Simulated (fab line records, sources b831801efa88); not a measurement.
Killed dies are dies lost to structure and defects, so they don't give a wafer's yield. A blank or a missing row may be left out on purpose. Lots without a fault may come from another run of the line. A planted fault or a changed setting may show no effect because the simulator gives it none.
fab line records | flow sky130
record lots=6 wafers=18 last_day=50
route steps=708 shown POLY_GATE@234 LDD_N@237 LDD_P@255 PAD_OPEN@708
lots that met no fault: from a run of the same line without faults
start_h: hours from the record's first day to the start of the lot's first wafer shown | wait_h: hours since the lot's step before | " the same as in the row above | L1.1+2: a row that stands for several wafers | - no value, or no start given | * or withheld: withheld | < > ~ a bound
route shown NAME@n: a module of which the file shows steps, and the number in the route of the first | usual: mean/standard deviation of fault-free wafers | same: alike in all rows | chamber/n: place in a boat | sites: the reading at each site | _std_site: their standard deviation | _edge_site: outer sites' mean less inner sites' | radius_mm: how far each site lies from the wafer's centre | mask NAME#n: copy n | behind: the tool/chamber that last shaped the wafer | hold: why the lot was held/for how many hours/how that ended | device: the transistor (n, p or np) that didn't switch | end of line: the same wafers' tests at the end of the route | a step without rows: its recipe alone | killed: dies lost to structure and defects at the first sort, not the wafer's yield | map: a wafer's dies, x killed, . not, _ none there
set.NAME: the setting as run; set.NAME@STEP: as run at that earlier step | model.NAME: the simulator's own value behind a step, which no gauge read
lots at some steps of the route; a table a step, a row a wafer
services: from which hour (start_h, from the record's first day; less than 0 if before it) a tool's chamber was out of use, for how many hours, and why
## steps
# step SKY_POLY_GATE_OXIDATION_20
# recipe temp_c=850 ambient=O2 stabilise_s=600 purge_s=300 target_thk_a=40 ox_time_s=899
# step SKY_POLY_GATE_THK_MEAS_21
# recipe reads=SiO2_of_POLY_GATE_OXIDATION_20
# usual POLY_GATE_OXIDATION_THK=4.01/0.074
# columns lot.wafer tool chamber start_h wait_h POLY_GATE_OXIDATION_THK[nm]
L227.1 film_metro-03 - 408.09 0.0 4.03
L227.2 " - " " 4.02
L227.4 " - " " 3.95
L232.1 film_metro-04 - 455.13 0.0 4.08
L232.3 " - " " 4.02
L232.5 " - " " 4.01
L234.1 film_metro-04 - 493.22 0.0 3.94
L234.4 " - " " 3.90
L234.5 " - " " 3.90
L242.2 film_metro-01 - 551.36 0.0 3.90
L242.3 " - " " 3.96
L242.6 " - " " 4.03
L244.4 film_metro-03 - 560.73 0.0 4.03
L244.5 " - " " 4.02
L244.6 " - " " 4.03
L246.1 film_metro-04 - 572.30 0.0 4.18
L246.3 " - " " 4.06
L246.4 " - " " 4.06
# step SKY_POLY_GATE_CD_MEAS_22
# usual cd_nm=150.1/1.8
# columns lot.wafer tool chamber start_h wait_h cd_nm
L227.1 cd_sem-01 - 408.15 0.1 150.8
L227.2 " - " " 149.8
L227.4 " - " " 151.7
L232.1 cd_sem-01 - 455.19 0.1 149.8
L232.3 " - " " 148.6
L232.5 " - " " 146.3
L234.1 cd_sem-01 - 493.28 0.1 150.0
L234.4 " - " " 147.8
L234.5 " - " " 149.3
L242.2 cd_sem-02 - 551.44 0.1 152.3
L242.3 " - " " 152.1
L242.6 " - " " 150.8
L244.4 cd_sem-01 - 560.84 0.1 150.0
L244.5 " - " " 149.6
L244.6 " - " " 149.3
L246.1 cd_sem-02 - 572.47 0.2 149.8
L246.3 " - " " 152.0
L246.4 " - " " 152.2
# step SKY_LDD_N_DEHYDRATE_00
# recipe temp_c=200 time_s=60
# step SKY_LDD_N_HMDS_01
# recipe prime_time_s=60 prime_temp_c=120
# step SKY_LDD_N_COAT_02
# recipe resist=NOVOLAK spin_rpm=3000 resist_thk_nm=300
# step SKY_LDD_N_SOFTBAKE_03
# recipe temp_c=90 time_s=60 resist=NOVOLAK
# step SKY_LDD_N_EXPOSE_04
# recipe mask_id=NTM target_cd_nm=840 na=0.6 source_shape=conventional sigma_outer=0.6 dose_mj=110
# step SKY_LDD_N_PEB_05
# recipe temp_c=withheld time_s=* resist=NOVOLAK
# step SKY_LDD_N_DEVELOP_06
# recipe develop_time_s=60 dev_temp_c=23
# step SKY_LDD_N_OVL_MEAS_07
# usual LDD_N_OVL=-0.5/1.5
# columns lot.wafer tool chamber start_h wait_h LDD_N_OVL[nm]
L227.1 overlay-01 - 437.90 0.1 -4.0
L227.2 " - " " -4.3
L227.4 " - " " -3.2
L232.1 overlay-02 - 485.85 0.1 -0.3
L232.3 " - " " 0.7
L232.5 " - " " -0.3
L234.1 overlay-01 - 523.45 0.1 -2.4
L234.4 " - " " -0.4
L234.5 " - " " 0.2
L242.2 overlay-01 - 581.31 0.1 -2.5
L242.3 " - " " -2.8
L242.6 " - " " -2.1
L244.4 overlay-02 - 590.28 0.1 -1.1
L244.5 " - " " -1.8
L244.6 " - " " -1.2
L246.1 overlay-02 - 601.56 0.1 1.3
L246.3 " - " " 1.0
L246.4 " - " " 0.2
# step SKY_LDD_N_IMPLANT_08
# recipe species=As energy_kev=20 dose_cm2=7.5e+13 tilt_deg=withheld rotation_deg=23
# step SKY_LDD_N_IMPLANT_09
# recipe species=As energy_kev=20 dose_cm2=7.5e+13 tilt_deg=withheld rotation_deg=113
# usual beam_on_s=9.99/0.2 dose_ions_cm2=7.501e+13/7.4e+10 faraday_current_uA=423/8.3
# columns lot.wafer tool chamber start_h wait_h beam_on_s dose_ions_cm2 faraday_current_uA
L227.1 implanter-04 0 438.09 0.1 10.03 7.507e+13 421
L227.2 " 0 " " 9.62 7.506e+13 441
L227.4 " 0 " " 9.80 7.52e+13 431
L232.1 implanter-04 0 486.04 0.1 11.50 1.0649e+14 524
L232.3 " 0 " " 11.31 1.0643e+14 531
L232.5 " 0 " " 11.07 1.0638e+14 544
L234.1 implanter-04 0 523.64 0.1 11.21 1.0651e+14 533
L234.4 " 0 " " 11.38 1.0661e+14 525
L234.5 " 0 " " 11.52 1.0653e+14 519
L242.2 implanter-04 0 581.52 0.1 10.34 7.505e+13 409
L242.3 " 0 " " 10.13 7.496e+13 420
L242.6 " 0 " " 10.09 7.494e+13 421
L244.4 implanter-03 0 590.52 0.1 10.02 7.497e+13 423
L244.5 " 0 " " 10.05 7.521e+13 419
L244.6 " 0 " " 9.84 7.514e+13 428
L246.1 implanter-04 0 601.74 0.1 9.98 7.507e+13 423
L246.3 " 0 " " 10.10 7.501e+13 419
L246.4 " 0 " " 9.98 7.502e+13 422
# step SKY_LDD_N_IMPLANT_10
# recipe species=As energy_kev=20 dose_cm2=7.5e+13 tilt_deg=withheld rotation_deg=203
# step SKY_LDD_N_IMPLANT_11
# recipe species=As energy_kev=20 dose_cm2=7.5e+13 tilt_deg=withheld rotation_deg=293
# step SKY_LDD_N_IMPLANT_12
# recipe species=BF2 energy_kev=50 dose_cm2=5e+12 tilt_deg=30 rotation_deg=0
# step SKY_LDD_N_IMPLANT_13
# recipe species=BF2 energy_kev=50 dose_cm2=5e+12 tilt_deg=30 rotation_deg=90
# step SKY_LDD_N_IMPLANT_14
# recipe species=BF2 energy_kev=50 dose_cm2=5e+12 tilt_deg=30 rotation_deg=180
# step SKY_LDD_N_IMPLANT_15
# recipe species=BF2 energy_kev=50 dose_cm2=5e+12 tilt_deg=30 rotation_deg=270
# step SKY_LDD_N_STRIP_16
# recipe chemistry=O2/N2 power_w=1400 pressure_mtorr=1500 platen_temp_c=withheld o2_flow_sccm=3000 n2_flow_sccm=300 overash_fraction=0.5
# usual drypump_motor_current_A=5.8/0.65 o2_flow_sccm=3000/8.5 oes_product_au=0.406/0.0043 strip_time_to_endpoint_s=4.309/0.015
# columns lot.wafer tool chamber start_h wait_h drypump_motor_current_A o2_flow_sccm oes_product_au rf_hours_counter_h strip_time_to_endpoint_s
L227.1 plasma_asher-04 0 439.14 0.1 6.8 3014 0.404 1 4.330
L227.2 " 1 " " 5.8 2997 0.410 1 4.296
L227.4 " 1 " " 5.8 2995 0.415 - 4.334
L232.1 plasma_asher-04 0 487.09 0.1 6.9 2988 0.405 5 4.359
L232.3 " 0 " " 6.8 2994 0.402 - 4.391
L232.5 " 1 " " 5.8 2998 0.398 - 4.374
L234.1 plasma_asher-03 1 524.69 0.1 6.0 2995 0.406 85 4.360
L234.4 " 0 " " 6.1 2999 0.410 - 4.366
L234.5 " 1 " " 6.0 3005 0.404 - 4.371
L242.2 plasma_asher-01 1 582.54 0.1 4.8 3008 0.409 46 4.325
L242.3 " 0 " " 5.8 2996 0.401 - 4.301
L242.6 " 1 " " 4.8 3002 0.411 - 4.295
L244.4 plasma_asher-04 1 591.53 0.1 5.8 3010 0.406 - 4.287
L244.5 " 1 " " 5.8 2998 0.402 - 4.287
L244.6 " 0 " " 6.8 3000 0.401 - 4.287
L246.1 plasma_asher-01 1 602.79 0.1 4.8 3003 0.411 48 4.317
L246.3 " 0 " " 5.7 2993 0.404 - 4.312
L246.4 " 1 " " 4.8 3000 0.403 - 4.307
# step SKY_LDD_N_TW_MEAS_17
# usual LDD_N_TW=2587/16
# columns lot.wafer tool chamber start_h wait_h LDD_N_TW
L227.1 film_metro-04 - 439.24 0.1 2588
L227.2 " - " " 2581
L227.4 " - " " 2583
L232.1 film_metro-03 - 487.19 0.1 2640
L232.3 " - " " 2645
L232.5 " - " " 2644
L234.1 film_metro-02 - 524.79 0.1 2648
L234.4 " - " " 2657
L234.5 " - " " 2649
L242.2 film_metro-03 - 582.65 0.1 2556
L242.3 " - " " 2548
L242.6 " - " " 2574
L244.4 film_metro-04 - 591.62 0.1 2588
L244.5 " - " " 2576
L244.6 " - " " 2594
L246.1 film_metro-02 - 602.89 0.1 2601
L246.3 " - " " 2593
L246.4 " - " " 2607
# step SKY_LDD_P_DEHYDRATE_00
# recipe temp_c=200 time_s=60
# step SKY_PAD_OPEN_PROBE_99
# usual killed_at_M0_to_M3=43/6.7 killed_at_M4_up=3.2/1.8 killed_at_contacts=25/5.2 killed_at_front_end=15/4.4 killed_at_other=0.2/0.4 killed_dies=87/9.3 killed_open=48/7.1 killed_short=39/6
# same gross_dies=492 killed_at_back_side=0
# columns lot.wafer tool chamber start_h wait_h killed_at_M0_to_M3 killed_at_M4_up killed_at_contacts killed_at_front_end killed_at_other killed_dies killed_open killed_short model.etest.tip_n.rs_ohm_sq
L227.1 prober-01 - 1101.16 0.1 49 2 35 17 0 103 57 46 443.4
L227.2 prober-01 - 1101.21 0.1 42 10 20 15 1 88 50 38 446
L227.4 prober-01 - 1101.31 0.2 46 2 32 20 0 100 58 42 441.5
L232.1 prober-02 - 1142.03 0.1 38 8 23 16 0 85 51 34 412.4
L232.3 prober-02 - 1142.13 0.2 55 7 25 11 0 98 48 50 414.4
L232.5 prober-02 - 1142.23 0.2 45 7 27 17 0 96 47 49 413.3
L234.1 prober-01 - 1152.42 0.1 45 2 22 11 1 81 45 36 417.2
L234.4 prober-01 - 1152.57 0.2 42 2 24 18 1 87 47 40 416.6
L234.5 prober-01 - 1152.62 0.2 41 3 24 11 0 79 46 33 415.6
L244.4 prober-02 - 1194.77 0.2 37 2 32 12 1 84 46 38 442.1
L244.5 prober-02 - 1194.82 0.2 40 3 39 15 0 97 58 39 443.7
L244.6 prober-02 - 1194.87 0.2 43 5 32 11 0 91 49 42 440.6
# killed by level:class
L227.1 CONTACT:geometric_particle:open=15 VIA1:geometric_particle:open=10 VIA2:geometric_particle:open=8 VIA3:geometric_particle:open=8 CONTACT:geometric_particle:short=6 METAL2:geometric_particle:short=6 FIELD_ISO:geometric_particle:short=5 LI_CONTACT:geometric_particle:open=5
L227.2 CONTACT:geometric_particle:open=11 VIA1:geometric_particle:open=8 METAL4:geometric_particle:short=8 VIA1:geometric_particle:short=6 VIA3:geometric_particle:open=6 METAL1:geometric_particle:short=6 METAL2:geometric_particle:short=5 FIELD_ISO:geometric_particle:open=4
L227.4 CONTACT:geometric_particle:open=13 LI_CONTACT:geometric_particle:open=10 FIELD_ISO:geometric_particle:short=9 VIA1:geometric_particle:open=9 VIA3:geometric_particle:open=7 VIA2:geometric_particle:open=7 FIELD_ISO:geometric_particle:open=6 METAL3:geometric_particle:short=5
L232.1 CONTACT:geometric_particle:open=9 VIA1:geometric_particle:open=8 VIA3:geometric_particle:open=7 VIA2:geometric_particle:open=6 METAL4:geometric_particle:short=6 FIELD_ISO:geometric_particle:open=5 VIA2:geometric_particle:short=5 POLY_GATE:geometric_particle:short=4
L232.3 VIA1:geometric_particle:short=11 VIA3:geometric_particle:open=10 CONTACT:geometric_particle:open=8 VIA1:geometric_particle:open=8 VIA2:geometric_particle:short=6 LI_CONTACT:geometric_particle:open=5 CONTACT:geometric_particle:short=5 METAL1:geometric_particle:short=5
L232.5 CONTACT:geometric_particle:open=16 VIA1:geometric_particle:open=12 VIA1:geometric_particle:short=10 METAL2:geometric_particle:short=10 POLY_GATE:geometric_particle:short=6 METAL4:geometric_particle:short=5 LI_CONTACT:geometric_particle:open=4 FIELD_ISO:geometric_particle:open=3
L234.1 LI_CONTACT:geometric_particle:open=8 CONTACT:geometric_particle:open=7 VIA1:geometric_particle:open=7 VIA2:geometric_particle:open=7 VIA3:geometric_particle:open=6 FIELD_ISO:geometric_particle:short=5 METAL1:geometric_particle:short=5 VIA1:geometric_particle:short=5
L234.4 CONTACT:geometric_particle:open=10 VIA3:geometric_particle:open=9 VIA1:geometric_particle:open=9 LOCAL_INTERCONNECT:geometric_particle:short=5 METAL1:geometric_particle:short=5 FIELD_ISO:geometric_particle:short=4 FIELD_ISO:geometric_particle:open=4 LI_CONTACT:geometric_particle:open=4
L234.5 LI_CONTACT:geometric_particle:open=9 VIA2:geometric_particle:open=8 CONTACT:geometric_particle:open=7 VIA3:geometric_particle:open=5 VIA1:geometric_particle:short=5 VIA3:geometric_particle:short=5 POLY_GATE:geometric_particle:open=4 CONTACT:geometric_particle:short=4
L244.4 CONTACT:geometric_particle:open=13 VIA1:geometric_particle:open=10 VIA1:geometric_particle:short=8 CONTACT:geometric_particle:short=7 LI_CONTACT:geometric_particle:open=6 METAL1:geometric_particle:short=5 VIA3:geometric_particle:open=4 POLY_GATE:geometric_particle:short=3
L244.5 CONTACT:geometric_particle:open=13 LI_CONTACT:geometric_particle:open=12 VIA1:geometric_particle:open=11 METAL2:geometric_particle:short=9 FIELD_ISO:geometric_particle:open=6 CONTACT:geometric_particle:short=6 POLY_GATE:geometric_particle:open=5 VIA3:geometric_particle:open=5
L244.6 CONTACT:geometric_particle:open=9 LOCAL_INTERCONNECT:geometric_particle:short=8 VIA1:geometric_particle:open=8 VIA2:geometric_particle:open=8 LI_CONTACT:geometric_particle:open=7 VIA3:geometric_particle:open=6 CONTACT:geometric_particle:short=5 VIA1:geometric_particle:short=5
## services
# columns tool chamber start_h hours kind
plasma_asher-04 - 421.25 9.0 pm
plasma_asher-04 0 421.25 9.0 vent_cycle
plasma_asher-04 1 421.25 9.0 vent_cycle
plasma_asher-04 - 425.74 2.7 repair
plasma_asher-04 0 430.25 - clean
plasma_asher-04 1 430.25 - clean
implanter-03 - 488.34 6.5 pm
implanter-04 - 552.04 3.9 repair
implanter-03 - 571.60 5.9 repair
plasma_asher-01 - 596.70 0.6 repair
plasma_asher-03 - 600.70 3.1 repair
## key
first_sign step=SKY_LDD_N_IMPLANT_09 reading=dose_ions_cm2 direction=up sigmas=99+ usual=* struck=*
effect step=SKY_LDD_N_IMPLANT_09 reading=faraday_current_uA direction=up sigmas=13 usual=423 struck=530
effect step=SKY_LDD_N_STRIP_16 reading=strip_time_to_endpoint_s direction=up sigmas=4.2 usual=* struck=*
effect step=SKY_LDD_N_TW_MEAS_17 reading=LDD_N_TW direction=up sigmas=3.7 usual=2587 struck=2647
model_effect step=SKY_PAD_OPEN_PROBE_99 value=etest.tip_n.rs_ohm_sq without=440.9 struck=414.9
met_at SKY_LDD_N_IMPLANT_09
struck_wafers L232.1,L232.3,L232.5,L234.1,L234.4,L234.5
tester_left_out L232,L234
onset_between 438.09 486.04
fault kind=process_parameter_drift tool=implanter-04 chamber=- onset_h=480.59 steps=SKY_LDD_N_IMPLANT_09 channel=dose_cm2 offset=* shape=step end_h=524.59 acts_in=* stated=*
# tester_left_out: of these lots the tester's yield and bins aren't shown, on N5 and GAA mostly nor the transistor test; their killed dies are dies lost to structure and defects alone, not to doping, threshold or leakage, so they don't give the yield
